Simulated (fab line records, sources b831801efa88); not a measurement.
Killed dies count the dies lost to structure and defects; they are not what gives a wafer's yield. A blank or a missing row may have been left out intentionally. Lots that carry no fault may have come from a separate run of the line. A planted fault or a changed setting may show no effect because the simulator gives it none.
Split-lot experiment + flow gf180mcu + route with 602 steps; 5 lots, 23 wafers read

## ON THE SPLIT
At GF_NSD_DEVELOP_06 (develop time 60 s), the setting develop time s was moved away from the recipe's 60 s on 9 of the 23 wafers read, by -13.6% to +14.7%. The other wafers ran this setting at the recipe's value.

There is no step in the file separating the split from the reading.

## THE READING
Shown in nm: cd nm at GF_NSD_CD_MEAS_07, with target cd 400 nm. A value of 398.4 nm with a standard deviation of 2.3 nm is what fault-free wafers of this fab line usually give.

| wafer  | tool, chamber at the split | develop time s as run, s | against the recipe | cd nm, nm | against lot-mates on the recipe |
|--------|----------------------------|--------------------------|--------------------|-----------|---------------------------------|
| L074.1 | litho track-02, 0          | 51.83                    | -13.6%             | 385.9     | -13.6                           |
| L074.3 | litho track-02, 0          | 60                       | recipe             | 399.9     | -                               |
| L074.4 | litho track-02, 0          | 51.83                    | -13.6%             | 384.6     | -14.9                           |
| L074.5 | litho track-02, 0          | 60                       | recipe             | 398.5     | -                               |
| L074.6 | litho track-02, 0          | 60                       | recipe             | 400.2     | -                               |
| L076.1 | litho track-04, 0          | 60                       | recipe             | 395.8     | -                               |
| L076.2 | litho track-04, 0          | 55.48                    | -7.5%              | 389.3     | -6.5                            |
| L076.3 | litho track-04, 0          | 60                       | recipe             | 395.0     | -                               |
| L076.5 | litho track-04, 0          | 55.48                    | -7.5%              | 387.2     | -8.6                            |
| L076.6 | litho track-04, 0          | 60                       | recipe             | 396.5     | -                               |
| L078.1 | litho track-01, 0          | 68.4                     | +14.0%             | 410.5     | +9.9                            |
| L078.2 | litho track-01, 0          | 68.4                     | +14.0%             | 409.5     | +8.9                            |
| L078.3 | litho track-01, 0          | 60                       | recipe             | 399.5     | -                               |
| L078.4 | litho track-01, 0          | 60                       | recipe             | 401.0     | -                               |
| L078.5 | litho track-01, 0          | 60                       | recipe             | 401.2     | -                               |
| L079.1 | litho track-02, 0          | 60                       | recipe             | 397.9     | -                               |
| L079.4 | litho track-02, 0          | 60                       | recipe             | 399.9     | -                               |
| L079.6 | litho track-02, 0          | 60                       | recipe             | 399.6     | -                               |
| L085.1 | litho track-02, 0          | 68.81                    | +14.7%             | 413.1     | +14.0                           |
| L085.2 | litho track-02, 0          | 60                       | recipe             | 399.5     | -                               |
| L085.3 | litho track-02, 0          | 68.81                    | +14.7%             | 412.4     | +13.2                           |
| L085.4 | litho track-02, 0          | 60                       | recipe             | 398.8     | -                               |
| L085.6 | litho track-02, 0          | 68.81                    | +14.7%             | 411.7     | +12.6                           |

FIT RESULTS
A straight line over all 23 wafers: cd nm changes by +0.957 nm for each +1% of develop time s; r = +0.97; the points scatter about the line by 1.9 nm.
The same after taking each lot's own level away (the mean of its wafers on the recipe; 23 wafers): +0.896 nm for each +1%; r = +0.99; scatter 1.3 nm.
On that fit, the largest move of develop time s shifts the reading by 13 nm.
From 395.77 to 400.57 nm: that is the span of the lots' own levels, equal to 2.1 times the standard deviation above.
Hence the lot-to-lot level has little effect on the slope; both slopes agree.
Check: for one of the wafers moved furthest among these (+14.7%), held out of the fit, the line's prediction against its lot-mates is +12.4 nm. It came out at +14 nm against them.

## OTHER SPLITS APPLIED TO THESE WAFERS
Other splits were also applied to these wafers ahead of the reading. Each is held against what the fit with the lots' levels taken away leaves over:
| other split on the same wafers      | wafers away from the commonest value | r with cd nm (lot level and that fit taken away) |
|-------------------------------------|--------------------------------------|--------------------------------------------------|
| GF_NWELL_COAT_02 spin rpm           | 6                                    | +0.07                                            |
| GF_MVPSD_STRIP_10 pressure mtorr    | 15                                   | +0.26                                            |
| GF_VT_IMPLANT_IMPLANT_41 energy kev | 6                                    | -0.01                                            |
| GF_POLY_GATE_COAT_05 resist thk nm  | 8                                    | -0.31                                            |
| GF_HV_LDD_IMPLANT_21 energy kev     | 8                                    | +0.03                                            |
| GF_HV_LDD_IMPLANT_48 energy kev     | 8                                    | +0.13                                            |
| GF_HV_LDD_CVD_56 temp c             | 15                                   | +0.00                                            |
| GF_NSD_COAT_02 spin rpm             | 7                                    | +0.26                                            |

## FILE'S OWN FIT
cd nm changes by +0.883 nm for each +1% of develop time s, r = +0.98.
